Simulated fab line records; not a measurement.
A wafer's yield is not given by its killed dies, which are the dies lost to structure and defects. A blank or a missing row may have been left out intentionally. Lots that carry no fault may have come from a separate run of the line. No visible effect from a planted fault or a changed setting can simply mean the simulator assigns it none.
8D (eight disciplines) problem report, filled in by code -- flow gf180mcu -- the parts of the form that need people (team, actions taken, sign-off) are left out

1. WHAT IS WRONG
V4_CVD_00_THK at GF_V4_THK_MEAS_01 reads a mean of 518 nm on 2 wafers of 2 lots; wafers without a fault read 604 nm with a standard deviation of 7.1. That is -12 standard deviations from the usual mean.
Earliest sighting: wafer L589.3 on film metro-01 at day 29 15:41. At this step, 39 wafers from 13 lots have a number in the record. The rule behind "out" and "out of limits": a value lying over 4 standard deviations away from the usual mean. The rest of the wafers with a number are treated as sound.

2. WHAT THIS IS AND IS NOT
question,is,is not
which readings at this step,V4_CVD_00_THK,-
which lots,"L589, L590","L571, L573, L574, L575, L576, L578, L579, L582, L583, L588, L594"
which wafers of those lots,"L589.3, L590.5","L589.5, L589.6, L590.1, L590.4"
read on which gauges,"film metro-01, film metro-02",film metro-04
when,from day 29 15:41,"up to then (32 sound wafers); but 5 sound wafers of L590, L594 came after"

3. THE SUSPECTS, EACH WITH WHAT RULES IT OUT
Counting: if a tool at a process step up to the reading ran every lot that is out, it stays a suspect. Sound lots after the first of them don't rule it out here, since some wafers of a struck lot are sound.
- the gauge at GF_V4_THK_MEAS_01 has been ruled out. Those wafers that are out were read across 2 gauges (film metro-01, film metro-02).
- hdpcvd-02 at GF_V4_CVD_00 (deposits SiO2, target thk 600 nm, time 100 s): kept. It ran every lot that is out, first L589 (day 29 15:36); its last sound lot up to then is L579 (day 26 04:06). Its own sih4 flow sccm readings are out on those wafers.
- Within hdpcvd-02 at GF_V4_CVD_00: the wafers that are out ran in chamber 2; their sound lot-mates ran in chambers 0, 1.
Remaining after the count: hdpcvd-02 at GF_V4_CVD_00.

4. THE CAUSE (what the simulator had put in)
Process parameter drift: hdpcvd-02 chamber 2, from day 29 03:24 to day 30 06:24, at GF_V4_CVD_00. The setting sih4 flow sccm was moved by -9, starting from 60. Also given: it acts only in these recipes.
Only this tool survived the counting.

5. SEQUENCE OF EFFECTS, ordered by route
Rows list readings where the struck wafers' mean (over those with a number) sits beyond 3 standard deviations from the usual. Only readings whose record carries a usual standard deviation are examined. hours: median over the lots of the time between each lot's start at the first step of this table that gives one and its start at this step. sigmas: the change, counted in usual standard deviations.
hours,step,reading,usual,on struck wafers,change,sigmas
0,GF_V4_CVD_00,sih4 flow sccm,60.00 sccm,51.06,-8.94,-56
0,GF_V4_THK_MEAS_01,V4_CVD_00_THK,604 nm,518,-86,-12
Here are the process steps it includes:
- GF_V4_CVD_00: deposits SiO2, target thk 600 nm, time 100 s.
Later steps that measure or inspect, where all struck wafers having a row at the step show a number for every such reading and not one has moved that far: GF_V4_THK_MEAS_03.

6. HOW IT WOULD HAVE BEEN CAUGHT EARLIER
In this record the first reading out of limits at a measuring or inspecting step was taken at day 29 15:41, 12 hours after the fault began at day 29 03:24.
Tool's own readings at GF_V4_CVD_00, sih4 flow sccm: out on all struck wafers the step has rows for; an alarm limit on them would have tripped on the first.
Of the lots that are out (2), L590 began GF_V4_CVD_00 on hdpcvd-02 after day 29 15:41. Had the tool been put on hold then, it would have been spared.
